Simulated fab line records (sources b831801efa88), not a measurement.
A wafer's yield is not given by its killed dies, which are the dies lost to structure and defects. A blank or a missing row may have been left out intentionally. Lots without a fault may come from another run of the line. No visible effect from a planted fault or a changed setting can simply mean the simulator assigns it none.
A lot that was struck, set against a sound lot	flow gf180mcu	15 steps out of a route of 602
Sound: the wafers L740.3, L740.4, L740.5. Struck: wafers L752.1, L752.3, L752.4. Last of all comes the cause.
Order at every step that has rows: each side's tool, ch and its chambers, its first start. Under that, the readings that differ: sound wafers	struck wafers	difference of the means	sigmas: that difference in standard deviations of wafers without a fault.
alike: readings whose means differ by less than 2 such deviations, and words and numbers that are the same on both sides. not compared: withheld readings, readings that some wafer has no value for, bounds like >300 that may hide the same value, and numbers for which the record gives no deviation and whose values overlap.
A row with sigmas, a row that says differs or no value, or rows on one side alone: a step with any of these is where the two part. Numbers that don't overlap but have no deviation are shown without sigmas and don't part them. A reading missing from all wafers of one side parts the sides only when that side holds two or more wafers.

first, 6 steps without rows for these wafers: GF_M1_HMDS_08 (prime time 60 s); GF_M1_COAT_09 (resist thk 1000 nm); GF_M1_SOFTBAKE_10 (time 60 s); GF_M1_EXPOSE_11 (exposes mask Metal1, target cd 230 nm); GF_M1_PEB_12 (peb time 90 s); GF_M1_DEVELOP_13 (develop time 60 s).
GF_M1_CD_MEAS_14 targets a cd of 230 nm.
  struck on cd sem-01, day 23 10:33; sound on cd sem-02, day 19 19:26
  alike: cd nm
GF_M1_OVL_MEAS_15:
  struck on overlay-02, day 23 10:40; sound on overlay-01, day 19 19:31
  alike: M1_OVL
GF_M1_METAL_ETCH_16: etches the open film in Cl2/BCl3, stops on SiO2, target depth 627.5 nm, time 104.6 s.
  sound on rie metal-02 ch 0,1, day 19 19:35; struck on rie metal-04 ch 0, day 23 10:43
  alike: drypump motor current A, oes product au, rf fwd power W, throttle valve pct
  not compared: rf hours counter h
GF_M1_STRIP_17: strips in O2/N2.
  sound on plasma asher-04 ch 0,1, day 19 19:41; struck on plasma asher-03 ch 0,1, day 23 10:56
  alike: drypump motor current A, heater power w, oes product au, strip time to endpoint s
  not compared: rf hours counter h
then, 2 steps without rows for these wafers: GF_M1_STRIP_18 (strips in post etch residue remover, time 1200 s); GF_M1_CLEAN_19 (cleans in DIW).
GF_V1_CVD_00: deposits SiO2, target thk 600 nm, time 100 s.
  sound on hdpcvd-02 ch 1,2, day 19 20:13; struck on hdpcvd-01 ch 0,1, day 23 11:28
reading	sound	struck	difference	sigmas
sih4 flow sccm (sccm)	59.80 59.72 60.08	29.82 30.22 29.89	-29.89	-99 or more
model.SiO2_of_V1_CVD_00.thk nm (nm)	599.9 601.1 596.5	307 309.7 313.1	-289	
  alike: pressure mtorr
GF_V1_THK_MEAS_01:
  struck on film metro-03, day 23 11:46; sound on film metro-02, day 19 20:19
reading	sound	struck	difference	sigmas
V1_CVD_00_THK (nm)	600 602 597	307 310 313	-290	-51
  not compared: hold
GF_PASSIVATION_PROBE_99:
  rows exist in the record for the sound wafers here (prober-02, day 31 05:08), none for the struck ones

WHERE THEY PART
At GF_V1_CVD_00 first; at GF_PASSIVATION_PROBE_99 last (within this record only).

WHY: what the simulator had put in
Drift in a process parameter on hdpcvd-01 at GF_V1_CVD_00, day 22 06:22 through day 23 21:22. Setting sih4 flow sccm shifted by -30 from 60. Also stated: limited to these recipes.
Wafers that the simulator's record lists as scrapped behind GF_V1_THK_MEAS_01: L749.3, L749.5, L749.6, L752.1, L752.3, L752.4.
